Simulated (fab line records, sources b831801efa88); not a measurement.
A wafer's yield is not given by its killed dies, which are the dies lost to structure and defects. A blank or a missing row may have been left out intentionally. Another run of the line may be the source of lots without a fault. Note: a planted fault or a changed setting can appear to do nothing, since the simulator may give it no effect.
A struck lot beside a sound one ; flow sky130 ; 14 out of 708 route steps
Sound: wafers L328.1, L328.2, L328.3. Wafers L346.1, L346.2, L346.4 were the ones struck. The cause comes at the end.
Per side, at each step with rows, come the tool, then ch with its chambers, and then its first start. Under that, the readings that differ: sound wafers ; struck wafers ; difference of the means ; sigmas: that difference in standard deviations of wafers without a fault.
alike: readings whose means differ by less than 2 such deviations, and words and numbers that are the same on both sides. not compared: withheld readings, readings that some wafer has no value for, bounds like >300 that may hide the same value, and numbers for which the record gives no deviation and whose values overlap.
The two part at a step that has a row with sigmas, a row that says differs or no value, or rows on one side only. Non-overlapping numbers with no deviation appear without sigmas and do not part them. A reading missing from all wafers of one side parts the sides only when that side holds two or more wafers.

SKY_RES_PROTECT_STRIP_07: strips in O2/N2.
  sound on plasma_asher-01 ch 0,1, day 15 09:01; struck on plasma_asher-01 ch 0,1, day 22 00:37
  alike: drypump_motor_current_A, oes_product_au, strip_time_to_endpoint_s
  not compared: rf_hours_counter_h
SKY_RES_PROTECT_TW_MEAS_08:
  struck on film_metro-04, day 22 00:43; sound on film_metro-04, day 15 09:07
  alike: POLY_GATE_TW
then, 2 steps without rows for these wafers: SKY_RES_PROTECT_CLEAN_09 (cleans in SC1/SC2, time 150 s); SKY_POLY_GATE_CVD_03 (deposits Si3N4 from DCS/NH3, target thk 75 nm, time 1290 s).
SKY_POLY_GATE_THK_MEAS_04:
  struck on film_metro-03, day 22 02:11; sound on film_metro-03, day 15 10:35
  alike: POLY_GATE_CVD_03_THK
then, 4 steps without rows for these wafers: SKY_POLY_GATE_DEHYDRATE_05 (time 60 s); SKY_POLY_GATE_HMDS_06 (prime time 60 s); SKY_POLY_GATE_COAT_07 (resist thk 110 nm); SKY_POLY_GATE_COAT_08 (resist thk 450 nm).
SKY_POLY_GATE_SOFTBAKE_09: time 91.16 s.
  sound: litho_track-02 ch 0; struck: litho_track-01 ch 0
  alike: plate_sensor_t_centre_C, plate_sensor_t_edge_C
then, 2 steps without rows for these wafers: SKY_POLY_GATE_EXPOSE_10 (exposes mask P1M, target cd 150 nm); SKY_POLY_GATE_PEB_11.
SKY_POLY_GATE_DEVELOP_12: develop time 60 s.
  sound on litho_track-01 ch 0, day 16 14:00; struck on litho_track-01, day 23 08:00
  no value came back on the struck wafers for chill_plate_temp_C (C), develop_time_s (s); on the sound wafers chill_plate_temp_C (C) reads 22.97 23.03 22.94
reading;sound;struck;difference;sigmas
model.KrF-thick_of_POLY_GATE_COAT_08.thk_nm (nm);439.6 438.7 437.4;451.4 452.1 450.6;+12.8;
SKY_POLY_GATE_CD_MEAS_13: the cd target is 150 nm.
  struck on cd_sem-01, day 23 08:53; sound on cd_sem-02, day 16 14:35
reading;sound;struck;difference;sigmas
cd_nm (nm);151.1 149.0 150.1;- - -;no value on the struck wafers;

== WHERE THEY PART ==
First at SKY_POLY_GATE_DEVELOP_12; last, within this record, at SKY_POLY_GATE_CD_MEAS_13.

WHY: the cause the simulator had injected
Step skipped in full: litho_track-01, at SKY_POLY_GATE_DEVELOP_12, from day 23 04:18 onward. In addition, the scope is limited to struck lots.
